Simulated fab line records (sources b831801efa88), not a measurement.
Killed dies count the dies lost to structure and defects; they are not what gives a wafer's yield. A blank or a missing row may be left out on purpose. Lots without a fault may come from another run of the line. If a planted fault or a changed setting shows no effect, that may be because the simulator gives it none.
Which tool is to blame? / flow gf180mcu / 39 wafers from 13 lots sampled at 3 of the route's 602 steps

## WHAT EACH GAUGE READ, for each wafer
GF_V3_BOW_MEAS_05.
lot=L213; measured=day 21 12:50; on=film_metro-01; V3_BOW (um)=121 122 116
lot=L214; measured=day 22 00:48; on=film_metro-02; V3_BOW (um)=121 104 110
lot=L215; measured=day 22 12:19; on=film_metro-02; V3_BOW (um)=109 111 111
lot=L216; measured=day 22 16:44; on=film_metro-01; V3_BOW (um)=120 114 126
lot=L217; measured=day 22 19:37; on=film_metro-01; V3_BOW (um)=120 125 130
lot=L218; measured=day 23 05:26; on=film_metro-04; V3_BOW (um)=107 107 105
lot=L219; measured=day 23 17:29; on=film_metro-04; V3_BOW (um)=126 115 118
lot=L220; measured=day 24 00:05; on=film_metro-01; V3_BOW (um)=117 116 117
lot=L221; measured=day 24 08:09; on=film_metro-04; V3_BOW (um)=108 108 93
lot=L223; measured=day 25 06:08; on=film_metro-01; V3_BOW (um)=104 119 110
lot=L233; measured=day 28 04:22; on=film_metro-02; V3_BOW (um)=142 124 129
lot=L234; measured=day 28 11:56; on=film_metro-01; V3_BOW (um)=119 119
lot=L235; measured=day 28 18:02; on=film_metro-04; V3_BOW (um)=111 120 115

## WHICH TOOL RAN EACH LOT (tool, then ch and the chambers of the sampled wafers, then the start)
lot=L213; GF_HV_LDD_ETCHBACK_58=rie_diel-01 ch 0,1,2, day 12 14:02; GF_M2_SPUTTER_04=pvd_sputter-04, day 18 05:43
lot=L214; GF_HV_LDD_ETCHBACK_58=rie_diel-04 ch 0,2, day 13 00:26; GF_M2_SPUTTER_04=pvd_sputter-01, day 18 19:41
lot=L215; GF_HV_LDD_ETCHBACK_58=rie_diel-01 ch 0,2,3, day 13 13:48; GF_M2_SPUTTER_04=pvd_sputter-01, day 19 09:15
lot=L216; GF_HV_LDD_ETCHBACK_58=rie_diel-02 ch 0,1,3, day 13 15:17; GF_M2_SPUTTER_04=pvd_sputter-04, day 19 12:08
lot=L217; GF_HV_LDD_ETCHBACK_58=rie_diel-02 ch 1,3, day 13 18:03; GF_M2_SPUTTER_04=pvd_sputter-02, day 19 15:55
lot=L218; GF_HV_LDD_ETCHBACK_58=rie_diel-04 ch 0,3, day 14 04:44; GF_M2_SPUTTER_04=pvd_sputter-04, day 20 03:11
lot=L219; GF_HV_LDD_ETCHBACK_58=rie_diel-01 ch 1,3, day 14 15:13; GF_M2_SPUTTER_04=pvd_sputter-02, day 20 15:26
lot=L220; GF_HV_LDD_ETCHBACK_58=rie_diel-01 ch 1,2, day 14 19:53; GF_M2_SPUTTER_04=pvd_sputter-02, day 20 22:49
lot=L221; GF_HV_LDD_ETCHBACK_58=rie_diel-01 ch 0,1,3, day 15 02:54; GF_M2_SPUTTER_04=pvd_sputter-02, day 21 06:58
lot=L223; GF_HV_LDD_ETCHBACK_58=rie_diel-02 ch 2,3, day 16 01:07; GF_M2_SPUTTER_04=pvd_sputter-04, day 22 06:15
lot=L233; GF_HV_LDD_ETCHBACK_58=rie_diel-04 ch 0,2,3, day 19 07:29; GF_M2_SPUTTER_04=pvd_sputter-01, day 25 10:00
lot=L234; GF_HV_LDD_ETCHBACK_58=rie_diel-02 ch 0,1,3, day 19 15:25; GF_M2_SPUTTER_04=pvd_sputter-01, day 25 18:02
lot=L235; GF_HV_LDD_ETCHBACK_58=rie_diel-04 ch 0,3, day 20 01:02; GF_M2_SPUTTER_04=pvd_sputter-04, day 26 01:21
- GF_HV_LDD_ETCHBACK_58: etches Si3N4 in CH3F/O2, stops on SiO2, time 100 s, target depth 90 nm.
- GF_M2_SPUTTER_04: material TiN, target thk 50 nm, time 41.7 s.

## AS READ BY THE TOOLS THEMSELVES (means over the sampled wafers that have a number; for cases with no such wafer, the mark the record gives instead)
GF_HV_LDD_ETCHBACK_58.
lot=L213; tool=rie_diel-01; drypump_motor_current_A (A)=5.4; oes_product_au (a.u.)=0.835; run_length_s (s)=128.3; throttle_valve_pct (%)=10.553
lot=L214; tool=rie_diel-04; drypump_motor_current_A (A)=6.2; oes_product_au (a.u.)=0.840; run_length_s (s)=127.8; throttle_valve_pct (%)=10.559
lot=L215; tool=rie_diel-01; drypump_motor_current_A (A)=5.5; oes_product_au (a.u.)=0.841; run_length_s (s)=128.9; throttle_valve_pct (%)=10.563
lot=L216; tool=rie_diel-02; drypump_motor_current_A (A)=5.8; oes_product_au (a.u.)=0.839; run_length_s (s)=128.4; throttle_valve_pct (%)=10.560
lot=L217; tool=rie_diel-02; drypump_motor_current_A (A)=5.8; oes_product_au (a.u.)=0.842; run_length_s (s)=128.1; throttle_valve_pct (%)=10.562
lot=L218; tool=rie_diel-04; drypump_motor_current_A (A)=5.9; oes_product_au (a.u.)=0.839; run_length_s (s)=128.3; throttle_valve_pct (%)=10.559
lot=L219; tool=rie_diel-01; drypump_motor_current_A (A)=5.8; oes_product_au (a.u.)=0.846; run_length_s (s)=128.3; throttle_valve_pct (%)=10.556
lot=L220; tool=rie_diel-01; drypump_motor_current_A (A)=5.5; oes_product_au (a.u.)=0.837; run_length_s (s)=128.6; throttle_valve_pct (%)=10.557
lot=L221; tool=rie_diel-01; drypump_motor_current_A (A)=5.4; oes_product_au (a.u.)=0.830; run_length_s (s)=128.4; throttle_valve_pct (%)=10.563
lot=L223; tool=rie_diel-02; drypump_motor_current_A (A)=5.8; oes_product_au (a.u.)=0.837; run_length_s (s)=127.9; throttle_valve_pct (%)=10.561
lot=L233; tool=rie_diel-04; drypump_motor_current_A (A)=6.1; oes_product_au (a.u.)=0.843; run_length_s (s)=127.9; throttle_valve_pct (%)=10.556
lot=L234; tool=rie_diel-02; drypump_motor_current_A (A)=5.8; oes_product_au (a.u.)=0.896; run_length_s (s)=118.4; throttle_valve_pct (%)=10.565
lot=L235; tool=rie_diel-04; drypump_motor_current_A (A)=6.0; oes_product_au (a.u.)=0.845; run_length_s (s)=128.0; throttle_valve_pct (%)=10.560

GF_M2_SPUTTER_04.
lot=L213; tool=pvd_sputter-04; throttle_valve_pct (%)=29.6
lot=L214; tool=pvd_sputter-01; throttle_valve_pct (%)=30.3
lot=L215; tool=pvd_sputter-01; throttle_valve_pct (%)=30.8
lot=L216; tool=pvd_sputter-04; throttle_valve_pct (%)=29.3
lot=L217; tool=pvd_sputter-02; throttle_valve_pct (%)=30.7
lot=L218; tool=pvd_sputter-04; throttle_valve_pct (%)=29.6
lot=L219; tool=pvd_sputter-02; throttle_valve_pct (%)=31.2
lot=L220; tool=pvd_sputter-02; throttle_valve_pct (%)=30.6
lot=L221; tool=pvd_sputter-02; throttle_valve_pct (%)=31.3
lot=L223; tool=pvd_sputter-04; throttle_valve_pct (%)=29.4
lot=L233; tool=pvd_sputter-01; throttle_valve_pct (%)=30.8
lot=L234; tool=pvd_sputter-01; throttle_valve_pct (%)=31.1
lot=L235; tool=pvd_sputter-04; throttle_valve_pct (%)=29.5

## THE ANSWER, worked out from the rows above alone
Rule: the lots themselves supply what counts as usual. Put in order of their means at a reading, lots are off if they are a third of the lots or fewer, leave a main group of 4 or more, and stand apart from it by a gap of 3 or more times the standard deviation of the main group's means; of several such gaps the widest counts. The tables above print the reading to a certain number of digits; a main group whose means all agree to those digits is not used. Also off: a lot with no number at a reading for which 4 or more lots have one. Where the step has rows for the other lots, those lots are counted as sound. After the gauges, taken in route order, come the tools' own readings; for these a lot's mean is taken, as printed above. The first step at which some lot is off is used, and at that step the reading that is off furthest; a lot without a number counts as furthest.
Off: L234, at GF_HV_LDD_ETCHBACK_58 (run_length_s). For the main group the mean is 128.2 s and the standard deviation 0.31.
A tool fits if, at that step or a process step before it, it ran every lot that is off, and no sound lot after the first of them. One fits: rie_diel-02 at GF_HV_LDD_ETCHBACK_58. Its last sound lot is L223 (day 16 01:07), its first lot that is off L234 (day 19 15:25): a fault that began between those two fits.
The tool's own readings at GF_HV_LDD_ETCHBACK_58 bear it out: on the lots that are off they differ by more than 5 times the standard deviation of the sound lots' means. oes_product_au reads 0.896 a.u. there against 0.839 a.u. on the sound lots; run_length_s reads 118.4 s there against 128.2 s on the sound lots.

## WHAT THE SIMULATOR HAD PUT IN
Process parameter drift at GF_HV_LDD_ETCHBACK_58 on rie_diel-02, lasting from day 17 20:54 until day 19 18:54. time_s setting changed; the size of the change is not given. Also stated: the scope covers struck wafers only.
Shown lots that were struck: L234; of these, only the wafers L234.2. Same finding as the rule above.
